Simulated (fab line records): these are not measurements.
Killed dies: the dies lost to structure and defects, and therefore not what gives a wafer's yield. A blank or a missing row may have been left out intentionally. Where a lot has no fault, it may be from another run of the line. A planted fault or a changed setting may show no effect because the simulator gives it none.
Which of the tools did it? / flow gf180mcu / 27 wafers from 9 lots sampled at 4 of the route's 602 steps

== WHAT THE GAUGES READ, wafer by wafer ==
GF_DUAL_GATE_OVL_MEAS_11.
lot=L196; measured=day 8 08:42; on=overlay-02; DUAL_GATE_OVL (nm)=-0.2 -0.3 0.8
lot=L197; measured=day 8 14:56; on=overlay-02; DUAL_GATE_OVL (nm)=-0.4 2.1 1.0
lot=L198; measured=day 8 21:11; on=overlay-02; DUAL_GATE_OVL (nm)=1.3 2.4 3.0
lot=L199; measured=day 9 08:50; on=overlay-01; DUAL_GATE_OVL (nm)=1.8 1.9 3.6
lot=L203; measured=day 10 08:44; on=overlay-02; DUAL_GATE_OVL (nm)=-0.2 0.6 1.2
lot=L206; measured=day 11 06:11; on=overlay-02; DUAL_GATE_OVL (nm)=1.7 -0.1 0.1
lot=L207; measured=day 11 14:00; on=overlay-01; DUAL_GATE_OVL (nm)=1.4 1.5 1.6
lot=L208; measured=day 11 15:32; on=overlay-01; DUAL_GATE_OVL (nm)=1.7 1.4 0.6
lot=L209; measured=day 12 03:44; on=overlay-02; DUAL_GATE_OVL (nm)=-0.8 -0.4 -1.0

GF_PSD_RS_MEAS_14: measurement is done with a four-point probe.
lot=L196; measured=day 14 06:13; on=film-metro-02; NSD_RS (ohm/sq)=46.19 46.08 46.09
lot=L197; measured=day 14 15:26; on=film-metro-04; NSD_RS (ohm/sq)=46.09 46.04 46.17
lot=L198; measured=day 15 03:13; on=film-metro-02; NSD_RS (ohm/sq)=46.09 46.18 46.04
lot=L199; measured=day 15 12:03; on=film-metro-01; NSD_RS (ohm/sq)=46.08 46.09 46.10
lot=L203; measured=day 16 16:29; on=film-metro-02; NSD_RS (ohm/sq)=46.21 46.14 46.19
lot=L206; measured=day 17 20:16; on=film-metro-04; NSD_RS (ohm/sq)=45.95 46.07 46.10
lot=L207; measured=day 18 04:32; on=film-metro-04; NSD_RS (ohm/sq)=53.08 52.89 52.98
lot=L208; measured=day 18 08:00; on=film-metro-01; NSD_RS (ohm/sq)=52.78 53.07 52.99
lot=L209; measured=day 18 21:24; on=film-metro-01; NSD_RS (ohm/sq)=52.89 52.70 52.78

== EACH LOT AND THE TOOL THAT RAN IT (in order: tool; ch and the chambers of the sampled wafers; start) ==
lot=L196; GF_NSD_IMPLANT_10=implanter-01 ch 0, day 13 09:44; GF_NSD_STRIP_11=plasma-asher-01 ch 0,1, day 13 09:53
lot=L197; GF_NSD_IMPLANT_10=implanter-01 ch 0, day 13 18:20; GF_NSD_STRIP_11=plasma-asher-03 ch 0,1, day 13 18:29
lot=L198; GF_NSD_IMPLANT_10=implanter-01 ch 0, day 14 05:35; GF_NSD_STRIP_11=plasma-asher-01 ch 0,1, day 14 05:44
lot=L199; GF_NSD_IMPLANT_10=implanter-03 ch 0, day 14 14:14; GF_NSD_STRIP_11=plasma-asher-03 ch 0,1, day 14 14:23
lot=L203; GF_NSD_IMPLANT_10=implanter-01 ch 0, day 15 17:34; GF_NSD_STRIP_11=plasma-asher-04 ch 0,1, day 15 17:43
lot=L206; GF_NSD_IMPLANT_10=implanter-03 ch 0, day 16 19:41; GF_NSD_STRIP_11=plasma-asher-01 ch 0,1, day 16 19:49
lot=L207; GF_NSD_IMPLANT_10=implanter-04 ch 0, day 17 04:41; GF_NSD_STRIP_11=plasma-asher-01 ch 0,1, day 17 04:47
lot=L208; GF_NSD_IMPLANT_10=implanter-03 ch 0, day 17 08:20; GF_NSD_STRIP_11=plasma-asher-03 ch 0,1, day 17 08:28
lot=L209; GF_NSD_IMPLANT_10=implanter-01 ch 0, day 17 20:52; GF_NSD_STRIP_11=plasma-asher-04 ch 0,1, day 17 20:59
- GF_NSD_IMPLANT_10
- GF_NSD_STRIP_11: strips in O2/N2.

== WHAT THE TOOLS THEMSELVES READ (means of the sampled wafers that have a number; where no wafer has one, the mark that the record gives instead) ==
GF_NSD_IMPLANT_10.
lot=L196; tool=implanter-01; tilt-deg (degrees)=7.016
lot=L197; tool=implanter-01; tilt-deg (degrees)=7.016
lot=L198; tool=implanter-01; tilt-deg (degrees)=7.009
lot=L199; tool=implanter-03; tilt-deg (degrees)=6.979
lot=L203; tool=implanter-01; tilt-deg (degrees)=7.006
lot=L206; tool=implanter-03; tilt-deg (degrees)=7.022
lot=L207; tool=implanter-04; tilt-deg (degrees)=6.980
lot=L208; tool=implanter-03; tilt-deg (degrees)=6.997
lot=L209; tool=implanter-01; tilt-deg (degrees)=6.995

GF_NSD_STRIP_11.
lot=L196; tool=plasma-asher-01; drypump-motor-current-A (A)=5.3; heater-power-w (W)=294; oes-product-au (a.u.)=0.491; strip-time-to-endpoint-s (s)=22.93
lot=L197; tool=plasma-asher-03; drypump-motor-current-A (A)=5.5; heater-power-w (W)=311; oes-product-au (a.u.)=0.483; strip-time-to-endpoint-s (s)=22.92
lot=L198; tool=plasma-asher-01; drypump-motor-current-A (A)=5.2; heater-power-w (W)=301; oes-product-au (a.u.)=0.486; strip-time-to-endpoint-s (s)=22.95
lot=L199; tool=plasma-asher-03; drypump-motor-current-A (A)=5.9; heater-power-w (W)=320; oes-product-au (a.u.)=0.488; strip-time-to-endpoint-s (s)=23.01
lot=L203; tool=plasma-asher-04; drypump-motor-current-A (A)=5.6; heater-power-w (W)=338; oes-product-au (a.u.)=0.486; strip-time-to-endpoint-s (s)=23.04
lot=L206; tool=plasma-asher-01; drypump-motor-current-A (A)=5.3; heater-power-w (W)=295; oes-product-au (a.u.)=0.488; strip-time-to-endpoint-s (s)=22.98
lot=L207; tool=plasma-asher-01; drypump-motor-current-A (A)=5.2; heater-power-w (W)=304; oes-product-au (a.u.)=0.485; strip-time-to-endpoint-s (s)=22.79
lot=L208; tool=plasma-asher-03; drypump-motor-current-A (A)=5.5; heater-power-w (W)=307; oes-product-au (a.u.)=0.488; strip-time-to-endpoint-s (s)=22.77
lot=L209; tool=plasma-asher-04; drypump-motor-current-A (A)=5.6; heater-power-w (W)=337; oes-product-au (a.u.)=0.489; strip-time-to-endpoint-s (s)=22.79

== THE ANSWER, worked out from the rows above alone ==
Rule: usual is defined by the lots themselves. The widest of any qualifying gaps counts: lots, ordered by their means at a reading, are off when they make up no more than a third of the lots, leave a main group of 4 or more, and stand apart from it by 3 or more times the standard deviation of that group's means. Not used: any main group whose means are identical at the precision the tables above print for the reading. A lot without any number at a reading at which 4 lots or more have one is off too. The other lots that the step has rows for count as sound. First the gauges in route order, then the tools' own readings, where a lot's mean is used as printed above. At the first step where some lot is off, the reading lying furthest off is the one used; lots without a number count as furthest.
Off: at GF_PSD_RS_MEAS_14 (NSD_RS), L207, L208, L209. Main group: mean 46.11 ohm/sq, sd 0.041.
A tool fits if, at a process step before that reading, it ran every lot that is off, and no sound lot after the first of them. The gauges at GF_PSD_RS_MEAS_14 aren't tried: what is off there is off at GF_NSD_STRIP_11 too, on other tools, and a gauge's error can't cause that. No candidate that was tried fits.

== WHAT WAS PUT IN BY THE SIMULATOR ==
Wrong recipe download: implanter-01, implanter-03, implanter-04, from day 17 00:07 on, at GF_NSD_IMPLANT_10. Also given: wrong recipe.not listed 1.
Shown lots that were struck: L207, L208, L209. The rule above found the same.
